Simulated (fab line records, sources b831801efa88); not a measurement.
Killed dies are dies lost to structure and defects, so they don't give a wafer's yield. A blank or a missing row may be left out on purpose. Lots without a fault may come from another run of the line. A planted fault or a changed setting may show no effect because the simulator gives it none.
Which tool did it? | flow gf180mcu | 6 lots, 18 wafers sampled, at 3 steps of a route of 602

WHAT THE GAUGES READ, wafer by wafer
GF_MVPSD_OVL_MEAS_07.
lot  | measured     | on         | MVPSD_OVL (nm)
L644 | day 5 08:18  | overlay-02 | 2.5 1.0 4.2
L654 | day 7 19:33  | overlay-01 | 1.0 1.8 2.0
L657 | day 8 12:39  | overlay-02 | 0.5 -0.8 1.1
L659 | day 8 23:25  | overlay-02 | 2.3 0.0 1.3
L661 | day 9 12:59  | overlay-01 | 2.5 2.1 1.9
L664 | day 10 06:18 | overlay-01 | 0.0 1.0 2.2

WHICH TOOL RAN EACH LOT (tool, then ch and the chambers of the sampled wafers, then the start)
lot  | GF_DNWELL_IMPLANT_07           | GF_NWELL_STRIP_10
L644 | implanter-02 ch 0, day 3 00:33 | plasma_asher-04 ch 0,1, day 3 14:09
L654 | implanter-02 ch 0, day 5 05:57 | plasma_asher-04 ch 0,1, day 5 20:56
L657 | implanter-01 ch 0, day 5 22:31 | plasma_asher-01 ch 0,1, day 6 13:39
L659 | implanter-01 ch 0, day 6 07:06 | plasma_asher-01 ch 0,1, day 6 22:30
L661 | implanter-04 ch 0, day 6 18:48 | plasma_asher-04 ch 0,1, day 7 10:50
L664 | implanter-01 ch 0, day 7 09:03 | plasma_asher-03 ch 0,1, day 8 01:53
- GF_DNWELL_IMPLANT_07
- GF_NWELL_STRIP_10: strips in O2/N2.

THE ANSWER, worked out from the rows above alone
Rule: what is usual is taken from the lots themselves. Put in order of their means at a reading, lots are off if they are a third of the lots or fewer, leave a main group of 4 or more, and stand apart from it by a gap of 3 or more times the standard deviation of the main group's means; of several such gaps the widest counts. A main group whose means are all the same, to the digits that the tables above print for the reading, isn't used. A lot without any number at a reading at which 4 lots or more have one is off too. The other lots that the step has rows for count as sound.
No lot is off at any reading shown: from this, nothing can be told.

WHAT THE SIMULATOR HAD PUT IN
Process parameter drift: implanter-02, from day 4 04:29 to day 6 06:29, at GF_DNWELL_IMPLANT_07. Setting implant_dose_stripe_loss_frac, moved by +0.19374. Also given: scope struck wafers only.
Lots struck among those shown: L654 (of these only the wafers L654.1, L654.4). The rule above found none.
